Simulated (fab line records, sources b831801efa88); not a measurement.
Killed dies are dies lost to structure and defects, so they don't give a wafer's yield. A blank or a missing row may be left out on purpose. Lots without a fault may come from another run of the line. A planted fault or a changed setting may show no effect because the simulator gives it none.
Chamber matching | flow gf180mcu | GF_CONTACT_CMP_27 on cmp-01: 4 sister chambers
The step polishes, stops on SiO2, t overpolish 15 s, target thk 0 nm. 18 wafers are shown with their chamber, then 9 later ones without.

WAFERS WITH THEIR CHAMBER
wafer  | chamber | motor_current_A (A) | time_to_endpoint_s (s) | head_pressure_psi (psi)
L569.1 | 3       | 11.8                | 75                     | 3.501
L569.4 | 0       | 10.6                | 76                     | 3.483
L569.6 | 2       | 10.4                | 70                     | 3.497
L570.1 | 1       | 10.9                | 77                     | 3.499
L570.5 | 3       | 11.4                | 77                     | 3.500
L570.6 | 0       | 10.1                | 84                     | 3.497
L572.1 | 2       | 9.8                 | 71                     | 3.489
L572.3 | 0       | 11.0                | 77                     | 3.506
L572.6 | 2       | 9.8                 | 68                     | 3.505
L573.1 | 2       | 9.7                 | 72                     | 3.498
L573.2 | 3       | 11.9                | 75                     | 3.504
L573.4 | 1       | 11.5                | 72                     | 3.510
L574.1 | 0       | 10.1                | 74                     | 3.483
L574.2 | 2       | 10.3                | 69                     | 3.501
L574.4 | 3       | 12.3                | 75                     | 3.492
L580.1 | 1       | 12.2                | 70                     | 3.493
L580.3 | 2       | 9.7                 | 67                     | 3.519
L580.5 | 2       | 9.2                 | 69                     | 3.503

SIGNATURES (means of the wafers above)
reading            | chamber 0 | chamber 1 | chamber 2 | chamber 3 | scatter within a chamber
motor_current_A    | 10.450    | 11.533    | 9.843     | 11.850    | 0.448
time_to_endpoint_s | 77.75     | 73.00     | 69.43     | 75.50     | 2.72
head_pressure_psi  | 3.49225   | 3.50067   | 3.50171   | 3.49925   | 0.00894
Rule: a wafer's distance from a chamber is the root of the sum, over the readings, of the square of ((its reading less the chamber's mean) divided by the reading's scatter). The wafer belongs to the nearest chamber; if the next one is less than 2 further off, it can't be placed. The scatter: the root of (the sum of the squares of (reading less its chamber's mean) over the shown wafers, divided by (wafers less chambers)).

WAFERS WITHOUT THEIR CHAMBER
wafer  | motor_current_A (A) | time_to_endpoint_s (s) | head_pressure_psi (psi)
L588.1 | 12.6                | 73                     | 3.494
L588.5 | 11.3                | 75                     | 3.507
L588.6 | 10.3                | 73                     | 3.481
L589.3 | 10.6                | 74                     | 3.498
L589.5 | 11.2                | 73                     | 3.502
L589.6 | 10.0                | 70                     | 3.492
L590.3 | 11.2                | 69                     | 3.493
L590.4 | 10.3                | 64                     | 3.500
L590.6 | 9.6                 | 67                     | 3.507

WHICH CHAMBER EACH WENT THROUGH
wafer  | from the rows above               | in truth
L588.1 | can't be placed: 3 or 1           | 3
L588.5 | can't be placed: 1 or 3 or 0      | 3
L588.6 | can't be placed: 0 or 2 or 1 or 3 | 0
L589.3 | can't be placed: 0 or 1 or 2 or 3 | 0
L589.5 | can't be placed: 1 or 3 or 0      | 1
L589.6 | can't be placed: 2 or 0           | 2
L590.3 | can't be placed: 1 or 3 or 2 or 0 | 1
L590.4 | 2                                 | 2
L590.6 | 2                                 | 2
Placed correctly: 2 of 9. Can't be placed from these rows: 7 (the true chamber is among the candidates in 7). Placed wrongly: 0.
